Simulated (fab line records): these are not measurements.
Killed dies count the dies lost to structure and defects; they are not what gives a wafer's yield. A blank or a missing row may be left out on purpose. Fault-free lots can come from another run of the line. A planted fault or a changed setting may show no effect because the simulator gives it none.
The tool behind it: which one? || flow sky130 || Sampling: 14 lots, 42 wafers, 2 of 708 route steps

## WHAT EACH GAUGE READ, for each wafer
SKY_LDD_N_OVL_MEAS_07. Usual: for LDD_N_OVL the level is 0.3 nm and the standard deviation is 1.6.
{"lot": "L491", "measured": "day 17 14:58", "on": "overlay-02", "LDD_N_OVL (nm)": "-0.9 -1.1 -2.6", "flag": ""}
{"lot": "L492", "measured": "day 18 14:16", "on": "overlay-02", "LDD_N_OVL (nm)": "0.6 2.3 0.8", "flag": ""}
{"lot": "L493", "measured": "day 18 21:34", "on": "overlay-02", "LDD_N_OVL (nm)": "1.8 2.0 -0.2", "flag": ""}
{"lot": "L494", "measured": "day 19 04:48", "on": "overlay-01", "LDD_N_OVL (nm)": "-0.7 -1.9 -2.6", "flag": ""}
{"lot": "L497", "measured": "day 20 13:45", "on": "overlay-02", "LDD_N_OVL (nm)": "0.5 1.8 0.9", "flag": ""}
{"lot": "L496", "measured": "day 20 14:44", "on": "overlay-02", "LDD_N_OVL (nm)": "-2.6 -2.8 -3.6", "flag": ""}
{"lot": "L498", "measured": "day 21 08:07", "on": "overlay-01", "LDD_N_OVL (nm)": "0.8 2.2 2.4", "flag": ""}
{"lot": "L501", "measured": "day 21 10:52", "on": "overlay-02", "LDD_N_OVL (nm)": "-0.6 -2.0 0.0", "flag": ""}
{"lot": "L502", "measured": "day 21 23:20", "on": "overlay-02", "LDD_N_OVL (nm)": "1.5 1.7 1.1", "flag": ""}
{"lot": "L503", "measured": "day 22 11:34", "on": "overlay-02", "LDD_N_OVL (nm)": "1.2 1.3 -0.1", "flag": ""}
{"lot": "L504", "measured": "day 22 20:05", "on": "overlay-02", "LDD_N_OVL (nm)": "2.5 2.1 1.9", "flag": ""}
{"lot": "L508", "measured": "day 24 03:04", "on": "overlay-02", "LDD_N_OVL (nm)": "3.6 2.2 3.3", "flag": ""}
{"lot": "L509", "measured": "day 24 20:58", "on": "overlay-01", "LDD_N_OVL (nm)": "-0.1 1.7 2.0", "flag": ""}
{"lot": "L513", "measured": "day 25 20:45", "on": "overlay-01", "LDD_N_OVL (nm)": "0.8 1.1 0.1", "flag": ""}

SKY_LDD_HVP_OVL_MEAS_07. Usual: for LDD_HVP_OVL the level is -0.5 nm and the standard deviation is 1.3.
{"lot": "L491", "measured": "day 21 13:16", "on": "overlay-02", "LDD_HVP_OVL (nm)": "-0.8 -0.7 -0.8", "flag": ""}
{"lot": "L492", "measured": "day 22 11:37", "on": "overlay-01", "LDD_HVP_OVL (nm)": "2.8 1.3 1.1", "flag": ""}
{"lot": "L493", "measured": "day 22 18:38", "on": "overlay-02", "LDD_HVP_OVL (nm)": "-3.6 -3.3 -4.8", "flag": ""}
{"lot": "L494", "measured": "day 23 02:17", "on": "overlay-02", "LDD_HVP_OVL (nm)": "-2.1 -1.3 -1.5", "flag": ""}
{"lot": "L497", "measured": "day 24 09:15", "on": "overlay-02", "LDD_HVP_OVL (nm)": "0.2 1.6 0.0", "flag": ""}
{"lot": "L496", "measured": "day 24 10:25", "on": "overlay-01", "LDD_HVP_OVL (nm)": "0.8 0.2 1.3", "flag": ""}
{"lot": "L498", "measured": "day 25 05:27", "on": "overlay-01", "LDD_HVP_OVL (nm)": "0.4 1.1 0.2", "flag": ""}
{"lot": "L501", "measured": "day 25 06:16", "on": "overlay-02", "LDD_HVP_OVL (nm)": "-1.1 -1.0 -1.7", "flag": ""}
{"lot": "L502", "measured": "day 25 18:42", "on": "overlay-01", "LDD_HVP_OVL (nm)": "-2.3 -4.1 -1.9", "flag": ""}
{"lot": "L503", "measured": "day 26 05:28", "on": "overlay-01", "LDD_HVP_OVL (nm)": "-1.3 -0.2 -2.4", "flag": ""}
{"lot": "L504", "measured": "day 26 14:16", "on": "overlay-02", "LDD_HVP_OVL (nm)": "-0.1 -1.8 -1.8", "flag": ""}
{"lot": "L508", "measured": "day 27 20:13", "on": "overlay-02", "LDD_HVP_OVL (nm)": "0.3 0.2 0.3", "flag": ""}
{"lot": "L509", "measured": "day 28 12:51", "on": "overlay-02", "LDD_HVP_OVL (nm)": "2.1 2.8 0.2", "flag": ""}
{"lot": "L513", "measured": "day 29 13:00", "on": "overlay-01", "LDD_HVP_OVL (nm)": "-0.6 -1.7 -2.7", "flag": ""}

## WHICH TOOL RAN EACH LOT (tool, then ch and the chambers of the sampled wafers, then the start)
The record shows no process step preceding these readings.

## WHAT THE TOOLS THEMSELVES READ (means of the sampled wafers that have a number; where no wafer has one, the mark that the record gives instead)
The record holds no such reading with a usual standard deviation.

## THE ANSWER, worked out from the rows above alone
Rule: lot off if the mean of its wafers having a number is beyond 3 standard deviations from the usual mean. A lot without any number at a reading at which 4 lots or more have one is off too. All remaining lots with rows at the step are treated as sound. Order of review: gauges by route order, followed by the tools' own readings, for which a lot's mean as printed above is used. At the first step where some lot is off, the reading lying furthest off is the one used; lots without a number count as furthest.
Across all readings shown, no lot is off: no conclusion can be drawn from this.

## WHAT THE SIMULATOR HAD INSERTED
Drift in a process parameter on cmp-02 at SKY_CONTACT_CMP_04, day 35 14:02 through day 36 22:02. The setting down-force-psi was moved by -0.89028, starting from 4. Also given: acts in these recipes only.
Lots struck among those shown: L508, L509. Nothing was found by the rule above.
